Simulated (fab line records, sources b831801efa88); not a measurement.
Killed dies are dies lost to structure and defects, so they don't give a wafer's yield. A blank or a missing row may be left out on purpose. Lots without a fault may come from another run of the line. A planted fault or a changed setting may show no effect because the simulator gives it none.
A struck lot beside a sound one | flow gf180mcu | 17 steps out of a route of 602
Sound: wafers L943.2, L943.3, L943.4. Struck: wafers L954.2, L954.4, L954.5. The cause comes at the end.
At each step with rows: each side's tool, then ch and its chambers, then its first start. Under that, the readings that differ: sound wafers | struck wafers | difference of the means | sigmas: that difference in standard deviations of wafers without a fault.
alike: readings whose means differ by less than 2 such deviations, and words and numbers that are the same on both sides. not compared: withheld readings, readings that some wafer has no value for, bounds like >300 that may hide the same value, and numbers for which the record gives no deviation and whose values overlap.
The two part at a step that has a row with sigmas, a row that says differs or no value, or rows on one side only. Numbers that don't overlap but have no deviation are shown without sigmas and don't part them. A reading that every wafer of one side lacks parts them only if that side has two wafers or more.

first, 2 steps without rows for these wafers: GF_DNWELL_DEVELOP_06 (develop time 60 s); GF_DNWELL_IMPLANT_07.
GF_DNWELL_STRIP_08: strips in O2/N2.
  sound on plasma_asher-03 ch 0,1, day 3 15:02; struck on plasma_asher-02 ch 1, day 6 10:10
  alike: drypump_motor_current_A, heater_power_w, oes_product_au, strip_time_to_endpoint_s
  not compared: rf_hours_counter_h
GF_DNWELL_TW_MEAS_09:
  sound on film_metro-02, day 3 15:09; struck on film_metro-03, day 6 10:17
  alike: DNWELL_TW
then, 7 steps without rows for these wafers: GF_NWELL_DEHYDRATE_00 (time 60 s); GF_NWELL_HMDS_01 (prime time 60 s); GF_NWELL_COAT_02 (resist thk 3000 nm); GF_NWELL_SOFTBAKE_03; GF_NWELL_EXPOSE_04 (exposes mask Nwell, target cd 860 nm); GF_NWELL_PEB_05; GF_NWELL_DEVELOP_06 (develop time 60 s).
GF_NWELL_OVL_MEAS_07:
  sound on overlay-01, day 4 04:04; struck on overlay-02, day 7 01:37
  reading        | sound          | struck      | difference | sigmas
  NWELL_OVL (nm) | -1.7 -1.1 -3.1 | 2.7 2.9 1.7 | +4.4       | +3
GF_NWELL_IMPLANT_08:
  sound on implanter-02 ch 0, day 4 04:07; struck on implanter-02 ch 0, day 7 01:40
  reading                   | sound             | struck            | difference | sigmas
  implant_ion_amu           | 31 31 31          | 75 75 75          | +44        |
  model.implant.rp_nm (nm)  | 569 569 569       | 241.9 241.9 241.9 | -327.1     |
  model.implant.drp_nm (nm) | 123.9 123.9 123.9 | 82.19 82.19 82.19 | -41.71     |
then, 1 step without rows for these wafers: GF_NWELL_IMPLANT_09.
GF_NWELL_STRIP_10: strips in O2/N2.
  sound on plasma_asher-02 ch 0,1, day 4 04:23; struck on plasma_asher-02 ch 0,1, day 7 01:56
  alike: drypump_motor_current_A, heater_power_w, oes_product_au, strip_time_to_endpoint_s
  not compared: rf_hours_counter_h
GF_NWELL_TW_MEAS_11:
  sound on film_metro-04, day 4 04:30; struck on film_metro-01, day 7 02:16
  reading  | sound          | struck         | difference | sigmas
  NWELL_TW | 1570 1568 1561 | 2445 2424 2453 | +874       | +79
  not compared: hold
GF_PASSIVATION_PROBE_99:
  the record has rows for the sound wafers here (prober-02, day 30 05:30) and none for the struck ones

WHERE THEY PART
First at GF_NWELL_OVL_MEAS_07; last, within this record, at GF_PASSIVATION_PROBE_99.

WHY: what the simulator had put in
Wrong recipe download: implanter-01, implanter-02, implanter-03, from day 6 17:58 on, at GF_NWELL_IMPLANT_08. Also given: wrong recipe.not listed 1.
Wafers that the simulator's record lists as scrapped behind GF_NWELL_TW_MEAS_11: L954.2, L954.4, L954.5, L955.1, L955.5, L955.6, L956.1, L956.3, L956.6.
